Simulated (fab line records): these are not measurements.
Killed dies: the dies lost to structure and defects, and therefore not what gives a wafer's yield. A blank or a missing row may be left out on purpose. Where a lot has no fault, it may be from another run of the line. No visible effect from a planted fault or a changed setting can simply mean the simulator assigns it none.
Code-filled problem report in 8D (eight disciplines) form    flow sky130    the parts of the form that need people (team, actions taken, sign-off) are left out

== 1. THE ISSUE ==
At SKY_CONTACT_CVD_24, chamber_pressure_Torr averages 38.87 Torr over 6 wafers from 2 lots, while fault-free wafers read 40.02 Torr, standard deviation 0.092. That puts it -13 standard deviations away from the usual mean.
The step: deposits W, target thk 340 nm, time 102.12 s.
The first sign was on wafer L668.1 at day 37 18:57, on cvd_w-02. The record holds 42 wafers of 14 lots with a number at this step. Rule for "out" (also "out of limits"): further than 4 standard deviations from the usual mean. Any other wafer with a number is counted as sound.

== 2. WHAT IT IS, AND WHAT IT ISN'T ==
question                     is                      is not
which readings at this step  chamber_pressure_Torr   heater_power_w
which lots                   L668, L670              L649, L651, L653, L654, L655, L656, L658, L660, L663, L664, L666, L669
which wafers of those lots   all that have a number  -
read on which tools          cvd_w-02                cvd_w-01
when                         from day 37 18:57       up to then (33 sound wafers); but 3 sound wafers of L669 came after

== 3. WHAT RULES OUT EACH SUSPECT ==
Counting: a tool at a process step up to the reading stays a suspect if it ran every lot that is out and no sound lot after the first of them.
- cvd_w-02 at SKY_CONTACT_CVD_24 (deposits W, target thk 340 nm, time 102.12 s): kept. It processed each lot that is out, first L668 at day 37 18:57, and no sound lot thereafter; up to then, the last sound lot it processed was L663 at day 36 10:04. Its own chamber_pressure_Torr readings are out on those wafers.
The count leaves cvd_w-02 at SKY_CONTACT_CVD_24.

== 4. THE CAUSE (what the simulator had put in) ==
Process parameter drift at SKY_CONTACT_CVD_24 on cvd_w-02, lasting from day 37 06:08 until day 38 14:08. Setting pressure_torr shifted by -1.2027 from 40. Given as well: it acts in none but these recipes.
Only this tool survived the counting.

== 5. THE EFFECT CHAIN, in route order ==
One row per reading whose mean, taken over the struck wafers that have a number, lies over 3 standard deviations from the usual. Readings are gone through only where the record gives a usual standard deviation; hours: the median, over the lots, of the time from a lot's start at the first step in this table giving one to that lot's start at this step; sigmas: the change measured in usual standard deviations.
hours  step                reading                usual       on struck wafers  change  sigmas
0      SKY_CONTACT_CVD_24  chamber_pressure_Torr  40.02 Torr  38.87             -1.15   -13
Process steps it contains:
- SKY_CONTACT_CVD_24: deposits W, target thk 340 nm, time 102.12 s.

== 6. WHAT WOULD HAVE CAUGHT IT SOONER ==
First out-of-limits reading in this record: day 37 18:57, which is 13 hours after fault onset at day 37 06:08.
